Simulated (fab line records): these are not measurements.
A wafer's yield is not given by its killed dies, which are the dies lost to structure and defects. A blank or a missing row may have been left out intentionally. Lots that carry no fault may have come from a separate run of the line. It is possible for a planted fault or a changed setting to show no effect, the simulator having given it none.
The tool behind it: which one? | flow gf180mcu | 39 wafers from 13 lots sampled at 4 of the route's 602 steps

== WHAT THE GAUGES READ, wafer by wafer ==
GF_VT_IMPLANT_OVL_MEAS_40. Usual: VT_IMPLANT_03_OVL gives 1.2 nm (standard deviation 1.5).
lot  | measured     | on         | VT_IMPLANT_03_OVL (nm) | flag
L914 | day 7 21:48  | overlay-01 | 2.7 1.4 3.0            |
L915 | day 8 02:34  | overlay-02 | 0.9 1.4 -0.4           |
L917 | day 8 16:37  | overlay-02 | -0.2 1.3 -0.6          |
L918 | day 8 23:51  | overlay-02 | 0.1 0.0 -0.3           |
L921 | day 9 19:31  | overlay-01 | 1.9 2.6 3.9            |
L925 | day 11 01:37 | overlay-02 | -1.3 1.0 0.0           |
L926 | day 11 05:35 | overlay-01 | 1.9 4.6 0.4            |
L927 | day 11 12:18 | overlay-01 | 4.4 3.2 4.6            |
L928 | day 11 21:38 | overlay-02 | -0.9 1.4 -0.1          |
L929 | day 12 03:02 | overlay-01 | 3.0 3.7 1.5            |
L930 | day 12 07:59 | overlay-02 | 2.0 1.8 2.5            |
L931 | day 12 15:39 | overlay-01 | 2.2 1.0 1.1            |
L932 | day 13 01:49 | overlay-02 | 0.9 1.3 -0.3           |

GF_POLY_GATE_OVL_MEAS_11. Usual: POLY_GATE_OVL gives 0 nm (standard deviation 5.2).
lot  | measured     | on         | POLY_GATE_OVL (nm) | flag
L914 | day 9 15:58  | overlay-01 | 4 1 -1             |
L915 | day 9 22:15  | overlay-02 | -9 -7 -4           |
L917 | day 10 11:38 | overlay-01 | 3 -4 -3            |
L918 | day 10 19:01 | overlay-01 | 6 1 2              |
L921 | day 11 14:13 | overlay-01 | -8 -3 -5           |
L925 | day 13 00:49 | overlay-02 | -5 6 1             |
L926 | day 13 04:14 | overlay-01 | -3 0 -3            |
L927 | day 13 10:22 | overlay-01 | 0 1 -5             |
L928 | day 13 19:35 | overlay-01 | 23 31 33           | OFF
L929 | day 14 03:56 | overlay-01 | 19 16 30           | OFF
L930 | day 14 08:35 | overlay-01 | -14 0 -5           |
L931 | day 14 16:19 | overlay-02 | 41 35 31           | OFF
L932 | day 15 02:08 | overlay-02 | 26 35 30           | OFF

== TOOL THAT RAN EACH LOT (tool first, then ch and the chambers of the sampled wafers, then the start) ==
lot  | GF_VT_IMPLANT_STRIP_42               | GF_POLY_GATE_EXPOSE_07
L914 | plasma_asher-03 ch 0,1, day 7 21:59  | krf_scanner-02 ch 0, day 9 07:22
L915 | plasma_asher-03 ch 0,1, day 8 02:45  | krf_scanner-02 ch 0, day 9 13:18
L917 | plasma_asher-04 ch 0,1, day 8 16:47  | krf_scanner-02 ch 0, day 10 02:15
L918 | plasma_asher-02 ch 0,1, day 9 00:02  | krf_scanner-02 ch 0, day 10 09:55
L921 | plasma_asher-04 ch 0,1, day 9 19:41  | krf_scanner-02 ch 0, day 11 04:44
L925 | plasma_asher-02 ch 0,1, day 11 01:47 | krf_scanner-01 ch 0, day 12 14:36
L926 | plasma_asher-04 ch 0,1, day 11 05:48 | krf_scanner-02 ch 0, day 12 18:10
L927 | plasma_asher-03 ch 0,1, day 11 12:29 | krf_scanner-02 ch 0, day 12 23:57
L928 | plasma_asher-02 ch 0,1, day 11 21:49 | krf_scanner-02 ch 0, day 13 09:29
L929 | plasma_asher-02 ch 0,1, day 12 03:13 | krf_scanner-02 ch 0, day 13 17:22
L930 | plasma_asher-04 ch 0,1, day 12 08:12 | krf_scanner-01 ch 0, day 13 22:13
L931 | plasma_asher-02 ch 0,1, day 12 15:50 | krf_scanner-02 ch 0, day 14 05:41
L932 | plasma_asher-02 ch 0,1, day 13 01:59 | krf_scanner-02 ch 0, day 14 15:12
- GF_VT_IMPLANT_STRIP_42: strips in O2/N2.
- GF_POLY_GATE_EXPOSE_07: exposes mask Poly2, target cd 280 nm.

== AS READ BY THE TOOLS THEMSELVES (means over the sampled wafers that have a number; for cases with no such wafer, the mark the record gives instead) ==
GF_VT_IMPLANT_STRIP_42. Usual: chamber_pressure_mTorr 1500.1 mTorr, standard deviation 1.3; drypump_motor_current_A 5.9 A, standard deviation 0.37; heater_power_w 339 W, standard deviation 44; oes_product_au 0.716 a.u., standard deviation 0.0043; strip_time_to_endpoint_s 12.64 s, standard deviation 0.033.
lot  | tool            | chamber_pressure_mTorr (mTorr) | drypump_motor_current_A (A) | heater_power_w (W) | oes_product_au (a.u.) | strip_time_to_endpoint_s (s) | flag
L914 | plasma_asher-03 | 1499.8                         | 5.9                         | 295                | 0.717                 | 12.61                        |
L915 | plasma_asher-03 | 1500.9                         | 5.9                         | 294                | 0.715                 | 12.64                        |
L917 | plasma_asher-04 | 1501.4                         | 5.6                         | 357                | 0.719                 | 12.68                        |
L918 | plasma_asher-02 | 1500.2                         | 6.2                         | 332                | 0.718                 | 12.67                        |
L921 | plasma_asher-04 | 1499.1                         | 5.5                         | 379                | 0.716                 | 12.68                        |
L925 | plasma_asher-02 | 1499.4                         | 6.4                         | 361                | 0.713                 | 12.63                        |
L926 | plasma_asher-04 | 1499.9                         | 5.6                         | 363                | 0.716                 | 12.67                        |
L927 | plasma_asher-03 | 1499.6                         | 5.9                         | 292                | 0.714                 | 12.62                        |
L928 | plasma_asher-02 | 1499.3                         | 6.2                         | 332                | 0.713                 | 12.64                        |
L929 | plasma_asher-02 | 1500.4                         | 6.2                         | 336                | 0.713                 | 12.67                        |
L930 | plasma_asher-04 | 1499.3                         | 5.5                         | 366                | 0.713                 | 12.68                        |
L931 | plasma_asher-02 | 1500.0                         | 6.2                         | 339                | 0.719                 | 12.67                        |
L932 | plasma_asher-02 | 1500.4                         | 6.2                         | 334                | 0.714                 | 12.62                        |

== THE ANSWER, worked out from the rows above alone ==
Rule: a lot counts as off when the mean over its wafers that have a number is more than 3 standard deviations away from the usual mean. Also off: a lot with no number at a reading for which 4 or more lots have one. Where the step has rows for the other lots, those lots are counted as sound. First the gauges in route order, then the tools' own readings, where a lot's mean is used as printed above. At the first step where some lot is off, the reading lying furthest off is the one used; lots without a number count as furthest.
Off: at GF_POLY_GATE_OVL_MEAS_11 (POLY_GATE_OVL), L928, L929, L931, L932.
If a tool, at a process step before that reading, ran all the lots that are off and no sound lot after the first of them, it fits. Gauges at GF_POLY_GATE_OVL_MEAS_11: tried the same way as those tools. Can't be told from this: 2 tools fit, plasma_asher-02 at GF_VT_IMPLANT_STRIP_42, krf_scanner-02 at GF_POLY_GATE_EXPOSE_07.

== WHAT HAD BEEN PUT IN BY THE SIMULATOR ==
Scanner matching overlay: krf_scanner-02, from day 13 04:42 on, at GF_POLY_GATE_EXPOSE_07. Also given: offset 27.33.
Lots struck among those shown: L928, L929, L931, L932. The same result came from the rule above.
